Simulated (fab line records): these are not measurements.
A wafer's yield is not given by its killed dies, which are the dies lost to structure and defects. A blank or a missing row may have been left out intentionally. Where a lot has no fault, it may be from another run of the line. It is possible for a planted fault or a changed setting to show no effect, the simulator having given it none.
Which tool did it? -- flow sky130 -- 29 wafers from 10 lots sampled at 4 of the route's 708 steps

## WHAT THE GAUGES SHOWED, per wafer
SKY_RES_XHIGH_TW_MEAS_09.
lot,measured,on,RES_XHIGH_TW
L652,day 27 14:53,filmMetro-02,1656 1658 1651
L653,day 28 14:45,filmMetro-04,1635 1639 1645
L655,day 28 22:39,filmMetro-02,1645 1633 1635
L658,day 30 12:47,filmMetro-02,1647 1644 1645
L663,day 33 04:49,filmMetro-04,1648 1647 1656
L666,day 33 04:30,filmMetro-02,1639 1646 1636
L665,day 33 05:47,filmMetro-04,1650 1650 1641
L664,day 33 06:40,filmMetro-03,1626 1623 1625
L670,day 34 02:06,filmMetro-02,1474 1651
L671,day 34 18:34,filmMetro-03,1630 1639 1464

## EACH LOT AND THE TOOL THAT RAN IT (in order: tool; ch and the chambers of the sampled wafers; start)
lot,SKY_LDD_P_STRIP_10,SKY_RES_XHIGH_IMPLANT_07,SKY_RES_XHIGH_STRIP_08
L652,"plasmaAsher-02 ch 0,1, day 19 22:40","implanter-04 ch 0, day 27 14:38","plasmaAsher-04 ch 0,1, day 27 14:46"
L653,"plasmaAsher-03 ch 0,1, day 20 20:40","implanter-03 ch 0, day 28 14:30","plasmaAsher-03 ch 0,1, day 28 14:39"
L655,"plasmaAsher-01 ch 0,1, day 21 07:04","implanter-04 ch 0, day 28 22:24","plasmaAsher-03 ch 0,1, day 28 22:33"
L658,"plasmaAsher-02 ch 0,1, day 22 22:01","implanter-04 ch 0, day 30 12:33","plasmaAsher-01 ch 0,1, day 30 12:40"
L663,"plasmaAsher-02 ch 1, day 25 23:10","implanter-04 ch 0, day 33 04:35","plasmaAsher-03 ch 0,1, day 33 04:42"
L666,"plasmaAsher-03 ch 0,1, day 25 23:28","implanter-03 ch 0, day 33 04:15","plasmaAsher-04 ch 0,1, day 33 04:24"
L665,"plasmaAsher-01 ch 0,1, day 25 23:36","implanter-04 ch 0, day 33 05:34","plasmaAsher-03 ch 0,1, day 33 05:42"
L664,"plasmaAsher-03 ch 0, day 26 01:40","implanter-02 ch 0, day 33 06:25","plasmaAsher-01 ch 0,1, day 33 06:34"
L670,"plasmaAsher-03 ch 0, day 27 03:46","implanter-04 ch 0, day 34 01:51","plasmaAsher-03 ch 0, day 34 02:00"
L671,"plasmaAsher-02 ch 0,1, day 27 23:43","implanter-04 ch 0, day 34 18:20","plasmaAsher-03 ch 0, day 34 18:27"
- SKY_LDD_P_STRIP_10: strips in O2/N2.
- SKY_RES_XHIGH_IMPLANT_07
- SKY_RES_XHIGH_STRIP_08: strips in O2/N2.

## THE ANSWER, worked out from the rows above alone
Rule: what is usual is taken from the lots themselves. Put in order of their means at a reading, lots are off if they are a third of the lots or fewer, leave a main group of 4 or more, and stand apart from it by a gap of 3 or more times the standard deviation of the main group's means; of several such gaps the widest counts. A main group is skipped when, at the precision printed for the reading in the tables above, its means are all equal. A lot without any number at a reading at which 4 lots or more have one is off too. All remaining lots with rows at the step are treated as sound.
Off: L670, L671, at SKY_RES_XHIGH_TW_MEAS_09 (RES_XHIGH_TW). Main group: mean 1642, sd 8.7.
If a tool, at a process step before that reading, ran all the lots that are off and no sound lot after the first of them, it fits. The gauges at SKY_RES_XHIGH_TW_MEAS_09 are tried like those tools. This does not decide it: 2 tools fit, namely implanter-04 at SKY_RES_XHIGH_IMPLANT_07 and plasmaAsher-03 at SKY_RES_XHIGH_STRIP_08.

## WHAT HAD BEEN PUT IN BY THE SIMULATOR
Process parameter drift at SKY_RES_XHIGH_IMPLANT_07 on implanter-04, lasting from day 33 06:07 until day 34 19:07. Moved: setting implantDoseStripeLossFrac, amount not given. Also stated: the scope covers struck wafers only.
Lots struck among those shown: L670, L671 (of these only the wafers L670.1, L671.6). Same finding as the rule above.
